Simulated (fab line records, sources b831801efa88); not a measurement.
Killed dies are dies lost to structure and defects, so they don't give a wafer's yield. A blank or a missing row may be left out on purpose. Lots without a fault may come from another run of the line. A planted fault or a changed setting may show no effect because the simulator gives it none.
A struck lot beside a sound one | flow sfq_line | 26 steps out of a route of 325
Sound: wafers L263.1, L263.3, L263.5. Struck: wafers L269.2, L269.3, L269.5. The cause comes at the end.
At each step with rows: each side's tool, then ch and its chambers, then its first start. Under that, the readings that differ: sound wafers | struck wafers | difference of the means | sigmas: that difference in standard deviations of wafers without a fault.
alike: readings whose means differ by less than 2 such deviations, and words and numbers that are the same on both sides. not compared: withheld readings, readings that some wafer has no value for, bounds like >300 that may hide the same value, and numbers for which the record gives no deviation and whose values overlap.
The two part at a step that has a row with sigmas, a row that says differs or no value, or rows on one side only. Numbers that don't overlap but have no deviation are shown without sigmas and don't part them. A reading that every wafer of one side lacks parts them only if that side has two wafers or more.

SFQ_L0_RS_MEAS_901: measures by four-point-probe.
  sound on film_metro-01, day 1 17:34; struck on film_metro-03, day 2 23:35
  reading                | sound          | struck         | difference | sigmas
  L0_MONX_KI_RS (ohm/sq) | 42.3 42.6 43.8 | 44.5 44.5 43.5 | +1.3       | +2
SFQ_L0_THK_MEAS_902: measures by xrf.
  sound on film_metro-01, day 1 17:41; struck on film_metro-03, day 2 23:41
  reading             | sound          | struck         | difference | sigmas
  L0_MONX_KI_THK (nm) | 41.4 41.3 40.2 | 39.0 38.9 39.7 | -1.8       | -3
then, 6 steps without rows for these wafers: SFQ_TRILAYER_L0_LITHO_COAT_010 (resist thk 62 nm); SFQ_TRILAYER_L0_LITHO_COAT_005 (resist thk 600 nm); SFQ_TRILAYER_L0_LITHO_SOFTBAKE_009; SFQ_TRILAYER_L0_LITHO_EXPOSE_006 (exposes mask L0, target cd 2000 nm); SFQ_TRILAYER_L0_LITHO_PEB_008 (peb time 60 s); SFQ_TRILAYER_L0_LITHO_DEVELOP_007 (time 60 s).
-- the record jumps here: 3 days lie between the struck wafers' starts before and after --
SFQ_TRILAYER_L0_BARC_OPEN_METAL_ETCH_010: etches BARC in O2, target depth 125 nm, time 41.7 s.
  sound on rie_metal-03 ch 0,1, day 4 14:54; struck on rie_metal-02 ch 0,1, day 5 15:44
  alike: drypump_motor_current_A, oes_product_au
  not compared: rf_hours_counter_h
SFQ_TRILAYER_L0_ETCH_METAL_ETCH_008: etches MoNx KI in SF6/O2, stops on SiO2, target depth 50 nm, time 25 s.
  sound on rie_metal-03 ch 0,1, day 4 14:58; struck on rie_metal-02 ch 0,1, day 5 15:48
  alike: drypump_motor_current_A, oes_product_au
  not compared: rf_hours_counter_h
SFQ_TRILAYER_L0_STRIP_STRIP_009: strips in O2.
  sound on rie_metal-03 ch 0,1, day 4 15:01; struck on rie_metal-02 ch 0,1, day 5 15:51
  alike: drypump_motor_current_A, oes_product_au
  not compared: rf_hours_counter_h
then, 1 step without rows for these wafers: SFQ_TRILAYER_L0_STRIP_SOLV_CLEAN_010 (cleans in NMP, time 600 s).
SFQ_TRILAYER_L0_CAP_PECVD_011: deposits SiO2 from SiH4/N2O, time 13.333 s, target thk 60 nm.
  sound on pecvd-03 ch 0,1, day 4 15:48; struck on pecvd-03 ch 0,2, day 5 16:37
  reading                                             | sound             | struck            | difference | sigmas
  model.SiO2_of_TRILAYER_L0_CAP_PECVD_011.thk_nm (nm) | 60.52 58.79 61.37 | 55.97 55.84 57.35 | -3.84      |
  alike: heater_power_w, susceptor_temp_C, throttle_valve_pct
then, 6 steps without rows for these wafers: SFQ_TRILAYER_L0_VIA_LITHO_COAT_018 (resist thk 62 nm); SFQ_TRILAYER_L0_VIA_LITHO_COAT_013 (resist thk 650 nm); SFQ_TRILAYER_L0_VIA_LITHO_SOFTBAKE_017; SFQ_TRILAYER_L0_VIA_LITHO_EXPOSE_014 (exposes mask L0V, target cd 700 nm); SFQ_TRILAYER_L0_VIA_LITHO_PEB_016 (peb time 60 s); SFQ_TRILAYER_L0_VIA_LITHO_DEVELOP_015 (time 60 s).
-- the record jumps here: 4 days lie between the struck wafers' starts before and after --
SFQ_L0V_OVL_MEAS_903:
  sound on overlay-01, day 7 09:14; struck on overlay-02, day 9 05:15
  reading      | sound   | struck  | difference | sigmas
  L0V_OVL (nm) | 7 13 15 | -5 0 -2 | -14        | -3
SFQ_TRILAYER_L0_VIA_BARC_OPEN_VIA_ETCH_021: etches BARC in O2, target depth 125 nm, time 41.7 s.
  sound on rie_diel-04 ch 0,1,2, day 7 09:16; struck on rie_diel-03 ch 1,2, day 9 05:17
  alike: drypump_motor_current_A, oes_product_au
  not compared: rf_hours_counter_h
SFQ_TRILAYER_L0_VIA_ETCH_VIA_ETCH_016: etches SiO2 in CHF3, stops on MoNx KI, target depth 80 nm.
  sound on rie_diel-04 ch 0,1,2, day 7 09:18; struck on rie_diel-03 ch 1,2, day 9 05:19
  reading                         | sound             | struck            | difference | sigmas
  oes_product_au (a.u.)           | 0.850 0.832 0.846 | 0.819 0.813 0.824 | -0.024     | -3
  model.L0V.feature_depth_nm (nm) | 60.52 58.79 61.37 | 55.97 55.84 57.35 | -3.84      |
  model.etch.depth_nm (nm)        | 60.52 58.79 61.37 | 55.97 55.84 57.35 | -3.84      |
  alike: drypump_motor_current_A
then, 2 steps without rows for these wafers: SFQ_TRILAYER_L0_VIA_STRIP_STRIP_017 (strips in O2); SFQ_TRILAYER_L0_VIA_STRIP_SOLV_CLEAN_018 (cleans in NMP, time 600 s).
SFQ_TRILAYER_M0_DEP_PRE_CLEAN_020: time 15 s.
  sound on pvd_sputter-05, day 7 10:08; struck on pvd_sputter-04, day 9 06:10
  reading                                             | sound             | struck            | difference | sigmas
  model.SiO2_of_TRILAYER_L0_CAP_PECVD_011.thk_nm (nm) | 55.52 53.79 56.37 | 50.97 50.84 52.35 | -3.84      |
SFQ_TRILAYER_M0_DEP_SPUTTER_019: material Nb, target thk 200 nm, time 133.3 s.
  sound on pvd_sputter-05, day 7 10:09; struck on pvd_sputter-04, day 9 06:11
  alike: cathode_dc_power_W, chamber_pressure_pa, throttle_valve_pct

WHERE THEY PART
First at SFQ_L0_RS_MEAS_901; last, within this record, at SFQ_TRILAYER_L0_VIA_ETCH_VIA_ETCH_016. Later steps at which nothing parts them and some readings are alike: SFQ_TRILAYER_M0_DEP_SPUTTER_019.

WHY: what the simulator had put in
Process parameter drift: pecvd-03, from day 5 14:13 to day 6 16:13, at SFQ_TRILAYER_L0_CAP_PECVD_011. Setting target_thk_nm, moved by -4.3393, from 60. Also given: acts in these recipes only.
